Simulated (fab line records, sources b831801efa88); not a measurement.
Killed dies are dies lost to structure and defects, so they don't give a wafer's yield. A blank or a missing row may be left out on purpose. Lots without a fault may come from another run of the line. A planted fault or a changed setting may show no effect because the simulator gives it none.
fab line records | flow sky130
record lots=13 wafers=39 last_day=51
route steps=708 shown FIELD_ISO@5 NWELL@68 PWDE@84 VT_ADJUST_HVTP@95 VT_ADJUST_LVTN@106
lots that met no fault: from a run of the same line without faults
start_h: hours from the record's first day to the start of the lot's first wafer shown | wait_h: hours since the lot's step before | " the same as in the row above | L1.1+2: a row that stands for several wafers | - no value, or no start given | * or withheld: withheld | < > ~ a bound
route shown NAME@n: a module of which the file shows steps, and the number in the route of the first | usual: mean/standard deviation of fault-free wafers | same: alike in all rows | chamber/n: place in a boat | sites: the reading at each site | _std_site: their standard deviation | _edge_site: outer sites' mean less inner sites' | radius_mm: how far each site lies from the wafer's centre | mask NAME#n: copy n | behind: the tool/chamber that last shaped the wafer | hold: why the lot was held/for how many hours/how that ended | device: the transistor (n, p or np) that didn't switch | end of line: the same wafers' tests at the end of the route | a step without rows: its recipe alone | killed: dies lost to structure and defects at the first sort, not the wafer's yield | map: a wafer's dies, x killed, . not, _ none there
set.NAME: the setting as run; set.NAME@STEP: as run at that earlier step | model.NAME: the simulator's own value behind a step, which no gauge read
steps of the route over a sample of lots; a table a step, a row a wafer
services: from which hour (start_h, from the record's first day; less than 0 if before it) a tool's chamber was out of use, for how many hours, and why
## steps
# step SKY_FIELD_ISO_THK_MEAS_04
# recipe reads=Si3N4_of_FIELD_ISO_CVD_03
# usual FIELD_ISO_CVD_03_THK=165.3/1.4
# columns lot.wafer tool chamber start_h wait_h FIELD_ISO_CVD_03_THK[nm]
L673.1 film_metro-03 - 16.19 0.0 165.2
L673.3 " - " " 166.3
L673.4 " - " " 165.2
L674.1 film_metro-04 - 22.48 0.0 165.0
L674.4 " - " " 164.9
L674.6 " - " " 164.7
L676.4 film_metro-04 - 30.22 0.0 163.9
L676.5 " - " " 165.5
L676.6 " - " " 164.4
L678.3 film_metro-03 - 39.00 0.0 164.5
L678.5 " - " " 166.1
L678.6 " - " " 165.2
L679.2 film_metro-01 - 43.49 0.0 162.7
L679.4 " - " " 161.6
L679.5 " - " " 161.0
L680.1 film_metro-04 - 49.63 0.0 167.0
L680.2 " - " " 166.9
L680.3 " - " " 168.0
L681.2 film_metro-04 - 54.81 0.0 165.6
L681.5 " - " " 165.7
L681.6 " - " " 166.2
L682.2 film_metro-01 - 58.49 0.0 163.5
L682.4 " - " " 162.5
L682.6 " - " " 163.4
L683.1 film_metro-03 - 63.48 0.0 164.2
L683.4 " - " " 164.4
L683.6 " - " " 166.4
L686.3 film_metro-03 - 78.50 0.0 165.6
L686.4 " - " " 165.7
L686.6 " - " " 167.0
L694.1 film_metro-03 - 119.66 0.0 165.9
L694.4 " - " " 166.1
L694.5 " - " " 165.7
L695.1 film_metro-03 - 123.48 0.0 163.8
L695.4 " - " " 165.8
L695.6 " - " " 165.3
L696.1 film_metro-03 - 129.19 0.0 165.6
L696.3 " - " " 164.6
L696.4 " - " " 165.7
# step SKY_NWELL_TW_MEAS_15
# usual NWELL_TW=1802/24
# columns lot.wafer tool chamber start_h wait_h NWELL_TW
L673.1 film_metro-01 - 90.81 0.1 1773
L673.3 " - " " 1773
L673.4 " - " " 1766
L674.1 film_metro-02 - 97.46 0.1 1812
L674.4 " - " " 1807
L674.6 " - " " 1822
L676.4 film_metro-03 - 107.73 0.1 1823
L676.5 " - " " 1830
L676.6 " - " " 1827
L678.3 film_metro-02 - 117.87 0.1 1794
L678.5 " - " " 1799
L678.6 " - " " 1807
L679.2 film_metro-01 - 124.22 0.1 1772
L679.4 " - " " 1781
L679.5 " - " " 1795
L680.1 film_metro-03 - 128.81 0.1 1836
L680.2 " - " " 1843
L680.3 " - " " 1831
L681.2 film_metro-03 - 137.41 0.1 1838
L681.5 " - " " 1836
L681.6 " - " " 1827
L682.2 film_metro-02 - 143.83 0.1 1808
L682.4 " - " " 1794
L682.6 " - " " 1800
L683.1 film_metro-01 - 147.47 0.1 1771
L683.4 " - " " 1786
L683.6 " - " " 1783
L686.3 film_metro-01 - 163.03 0.1 1779
L686.4 " - " " 1784
L686.6 " - " " 1779
L694.1 film_metro-03 - 211.12 0.1 1835
L694.4 " - " " 1837
L694.5 " - " " 1839
L695.1 film_metro-03 - 217.56 0.1 1838
L695.4 " - " " 1835
L695.6 " - " " 1835
L696.1 film_metro-01 - 221.81 0.1 1790
L696.3 " - " " 1786
L696.4 " - " " 1790
# step SKY_NWELL_RS_MEAS_31
# recipe thk_meas_gauge=four-point-probe
# usual PWDE_RS=5278/19
# columns lot.wafer tool chamber start_h wait_h PWDE_RS[ohm/sq]
L673.1 film_metro-02 - 109.15 0.1 5273
L673.3 " - " " 5270
L673.4 " - " " 5292
L674.1 film_metro-02 - 116.47 0.1 5254
L674.4 " - " " 5252
L674.6 " - " " 5223
L676.4 film_metro-01 - 127.06 0.1 5292
L676.5 " - " " 5305
L676.6 " - " " 5285
L678.3 film_metro-01 - 138.41 0.1 5287
L678.5 " - " " 5265
L678.6 " - " " 5294
L679.2 film_metro-03 - 144.34 0.1 5283
L679.4 " - " " 5293
L679.5 " - " " 5273
L680.1 film_metro-02 - 149.31 0.1 5242
L680.2 " - " " 5254
L680.3 " - " " 5258
L681.2 film_metro-02 - 158.73 0.1 5298
L681.5 " - " " 5285
L681.6 " - " " 5308
L682.2 film_metro-02 - 165.12 0.1 5291
L682.4 " - " " 5292
L682.6 " - " " 5305
L683.1 film_metro-02 - 169.42 0.1 5277
L683.4 " - " " 5236
L683.6 " - " " 5266
L686.3 film_metro-02 - 184.85 0.1 5267
L686.4 " - " " 5252
L686.6 " - " " 5266
L694.1 film_metro-01 - 235.38 0.1 5316
L694.4 " - " " 5295
L694.5 " - " " 5282
L695.1 film_metro-03 - 241.37 0.1 5256
L695.4 " - " " 5273
L695.6 " - " " 5276
L696.1 film_metro-02 - 246.16 0.1 5297
L696.3 " - " " 5277
L696.4 " - " " 5269
# step SKY_VT_ADJUST_HVTP_STRIP_10
# recipe chemistry=O2/N2 power_w=1400 pressure_mtorr=1500 platen_temp_c=withheld o2_flow_sccm=3000 n2_flow_sccm=300 overash_fraction=0.5
# usual drypump_motor_current_A=6.0/0.41 oes_product_au=0.716/0.0046 strip_time_to_endpoint_s=14.19/0.04
# columns lot.wafer tool chamber start_h wait_h drypump_motor_current_A oes_product_au rf_hours_counter_h strip_time_to_endpoint_s
L673.1 plasma_asher-04 1 128.64 0.1 6.0 0.716 49 14.11
L673.3 " 1 " " 6.0 0.719 - 14.18
L673.4 " 0 " " 6.4 0.716 - 14.18
L674.1 plasma_asher-03 0 136.33 0.1 6.1 0.708 33 14.20
L674.4 " 1 " " 6.1 0.712 - 14.22
L674.6 " 0 " " 6.1 0.719 - 14.21
L676.4 plasma_asher-03 0 147.22 0.1 6.1 0.716 - 14.12
L676.5 " 0 " " 6.1 0.719 - 14.19
L676.6 " 1 " " 6.1 0.719 - 14.21
L678.3 plasma_asher-01 1 158.82 0.1 6.4 0.719 - 14.20
L678.5 " 0 " " 5.3 0.714 - 14.22
L678.6 " 1 " " 6.4 0.716 - 14.19
L679.2 plasma_asher-04 1 164.78 0.1 6.0 0.720 51 14.23
L679.4 " 0 " " 6.4 0.718 - 14.24
L679.5 " 0 " " 6.4 0.707 - 14.25
L680.1 plasma_asher-01 1 171.34 0.1 6.4 0.718 35 14.11
L680.2 " 0 " " 5.3 0.716 35 14.10
L680.3 " 1 " " 6.4 0.725 - 14.17
L681.2 plasma_asher-03 0 179.84 0.1 6.0 0.714 37 14.17
L681.5 " 1 " " 6.1 0.721 - 14.25
L681.6 " 0 " " 6.1 0.714 - 14.20
L682.2 plasma_asher-01 0 186.19 0.1 5.3 0.717 37 14.18
L682.4 " 1 " " 6.4 0.722 - 14.25
L682.6 " 1 " " 6.4 0.718 - 14.17
L683.1 plasma_asher-03 0 190.64 0.1 6.1 0.715 38 14.23
L683.4 " 0 " " 6.0 0.716 - 14.25
L683.6 " 1 " " 6.1 0.722 - 14.24
L686.3 plasma_asher-01 1 207.82 0.1 6.4 0.945 - -
L686.4 " 0 " " 5.2 0.950 - -
L686.6 " 0 " " 5.2 0.941 - -
L694.1 plasma_asher-03 0 258.54 0.1 6.1 0.714 45 14.20
L694.4 " 1 " " 6.1 0.710 - 14.13
L694.5 " 0 " " 6.0 0.712 - 14.12
L695.1 plasma_asher-01 0 265.78 0.1 5.3 0.713 44 14.18
L695.4 " 1 " " 6.3 0.720 - 14.22
L695.6 " 0 " " 5.3 0.711 - 14.20
L696.1 plasma_asher-01 0 279.19 0.1 5.3 0.717 45 14.22
L696.3 " 0 " " 5.3 0.711 - 14.13
L696.4 " 1 " " 6.4 0.713 - 14.21
# step SKY_VT_ADJUST_LVTN_STRIP_09
# recipe chemistry=O2/N2 power_w=1400 pressure_mtorr=1500 platen_temp_c=withheld o2_flow_sccm=3000 n2_flow_sccm=300 overash_fraction=0.5
# usual drypump_motor_current_A=5.9/0.45 oes_product_au=0.723/0.0041 strip_time_to_endpoint_s=36.91/0.097
# columns lot.wafer tool chamber start_h wait_h drypump_motor_current_A oes_product_au rf_hours_counter_h strip_time_to_endpoint_s
L673.1 plasma_asher-03 1 148.50 0.1 6.1 0.718 34 36.89
L673.3 " 0 " " 6.0 0.725 - 36.83
L673.4 " 1 " " 6.1 0.722 - 36.97
L674.1 plasma_asher-04 0 157.42 0.1 6.4 0.720 50 36.80
L674.4 " 0 " " 6.4 0.728 - 36.89
L674.6 " 0 " " 6.4 0.718 - 36.87
L676.4 plasma_asher-02 0 168.70 0.1 5.2 0.721 - 36.89
L676.5 " 1 " " 5.2 0.727 - 36.75
L676.6 " 0 " " 5.2 0.720 - 36.80
L678.3 plasma_asher-04 0 180.34 0.1 6.4 0.719 - 36.84
L678.5 " 1 " " 6.0 0.724 - 36.82
L678.6 " 0 " " 6.4 0.725 - 36.79
L679.2 plasma_asher-03 0 185.55 0.1 6.1 0.724 38 36.99
L679.4 " 1 " " 6.1 0.723 - 36.87
L679.5 " 1 " " 6.1 0.729 - 37.05
L680.1 plasma_asher-02 1 192.87 0.1 5.2 0.719 8 36.85
L680.2 " 0 " " 5.2 0.720 8 37.05
L680.3 " 1 " " 5.2 0.716 - 37.02
L681.2 plasma_asher-03 0 201.86 0.1 6.1 0.719 39 36.68
L681.5 " 1 " " 6.1 0.725 - 36.84
L681.6 " 0 " " 6.1 0.721 - 36.75
L682.2 plasma_asher-04 0 209.32 0.1 6.3 0.722 55 36.88
L682.4 " 0 " " 6.3 0.722 - 36.89
L682.6 " 1 " " 6.0 0.725 - 36.91
L683.1 plasma_asher-02 1 213.55 0.1 5.2 0.728 11 36.87
L683.4 " 0 " " 5.1 0.724 - 36.88
L683.6 " 1 " " 5.2 0.728 - 36.80
L686.3 plasma_asher-04 0 231.68 0.1 6.4 0.720 - 41.06
L686.4 " 1 " " 6.0 0.724 - 41.15
L686.6 " 0 " " 6.4 0.729 - 41.07
L694.1 plasma_asher-03 1 285.95 0.1 6.1 0.723 48 36.98
L694.4 " 1 " " 6.1 0.728 - 36.95
L694.5 " 0 " " 6.1 0.721 - 37.02
L695.1 plasma_asher-03 1 287.35 0.1 6.1 0.726 48 37.02
L695.4 " 0 " " 6.1 0.728 - 36.91
L695.6 " 0 " " 6.0 0.718 - 36.80
L696.1 plasma_asher-02 1 304.21 0.1 5.2 0.719 19 37.21
L696.3 " 1 " " 5.2 0.720 - 37.21
L696.4 " 0 " " 5.1 0.722 - 37.20
# step SKY_VT_ADJUST_LVTN_TW_MEAS_10
# usual VT_ADJUST_LVTN_TW=241.8/2.1
# columns lot.wafer tool chamber start_h wait_h VT_ADJUST_LVTN_TW
L673.1 film_metro-04 - 148.60 0.1 244.6
L673.3 " - " " 244.0
L673.4 " - " " 243.4
L674.1 film_metro-03 - 157.52 0.1 243.6
L674.4 " - " " 242.8
L674.6 " - " " 241.9
L676.4 film_metro-02 - 168.80 0.1 238.3
L676.5 " - " " 240.0
L676.6 " - " " 240.8
L678.3 film_metro-02 - 180.43 0.1 241.2
L678.5 " - " " 240.1
L678.6 " - " " 240.5
L679.2 film_metro-04 - 185.66 0.1 243.0
L679.4 " - " " 242.0
L679.5 " - " " 242.8
L680.1 film_metro-02 - 192.97 0.1 240.0
L680.2 " - " " 239.6
L680.3 " - " " 239.9
L681.2 film_metro-02 - 201.97 0.1 240.5
L681.5 " - " " 240.9
L681.6 " - " " 239.9
L682.2 film_metro-02 - 209.43 0.1 239.5
L682.4 " - " " 239.8
L682.6 " - " " 239.0
L683.1 film_metro-02 - 213.65 0.1 241.5
L683.4 " - " " 241.3
L683.6 " - " " 239.8
L686.3 film_metro-03 - 231.77 0.1 31.5
L686.4 " - " " 31.5
L686.6 " - " " 31.9
L694.1 film_metro-04 - 286.05 0.1 245.1
L694.4 " - " " 244.9
L694.5 " - " " 244.1
L695.1 film_metro-03 - 287.45 0.1 243.6
L695.4 " - " " 242.8
L695.6 " - " " 244.8
L696.1 film_metro-04 - 304.31 0.1 244.0
L696.3 " - " " 243.9
L696.4 " - " " 244.4
## services
# columns tool chamber start_h hours kind
plasma_asher-02 - 108.75 9.0 pm
plasma_asher-02 0 108.75 9.0 vent_cycle
plasma_asher-02 1 108.75 9.0 vent_cycle
plasma_asher-02 0 117.75 - clean
plasma_asher-02 1 117.75 - clean
plasma_asher-01 - 118.82 14.6 pm
plasma_asher-04 - 136.42 14.6 pm
plasma_asher-04 - 182.04 1.4 repair
plasma_asher-01 - 188.25 7.5 repair
plasma_asher-04 - 193.02 4.3 repair
plasma_asher-02 - 216.41 1.1 repair
plasma_asher-01 - 286.27 4.3 pm
## key
first_sign step=SKY_VT_ADJUST_HVTP_STRIP_10 reading=oes_product_au direction=up sigmas=50 usual=0.716 struck=0.945
effect step=SKY_VT_ADJUST_LVTN_STRIP_09 reading=strip_time_to_endpoint_s direction=up sigmas=43 usual=* struck=*
effect step=SKY_VT_ADJUST_LVTN_TW_MEAS_10 reading=VT_ADJUST_LVTN_TW direction=down sigmas=98 usual=241.8 struck=31.7
met_at SKY_VT_ADJUST_HVTP_STRIP_10
struck_lots L686
sort_left_out L686.3,L686.4,L686.6
tester_left_out L686
not_acting_at SKY_FIELD_ISO_THK_MEAS_04,SKY_NWELL_TW_MEAS_15,SKY_NWELL_RS_MEAS_31
onset_between 186.19 207.82
fault kind=strip_aborted tool=plasma_asher-01 chamber=- onset_h=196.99 steps=SKY_VT_ADJUST_HVTP_STRIP_10 offset=0.5333 end_h=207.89
# tester_left_out: of these lots the tester's yield and bins aren't shown, on N5 and GAA mostly nor the transistor test; their killed dies are dies lost to structure and defects alone, not to doping, threshold or leakage, so they don't give the yield
# sort_left_out: the simulated sort isn't trusted on such a fault, so these wafers' sort isn't shown, and their yield isn't known
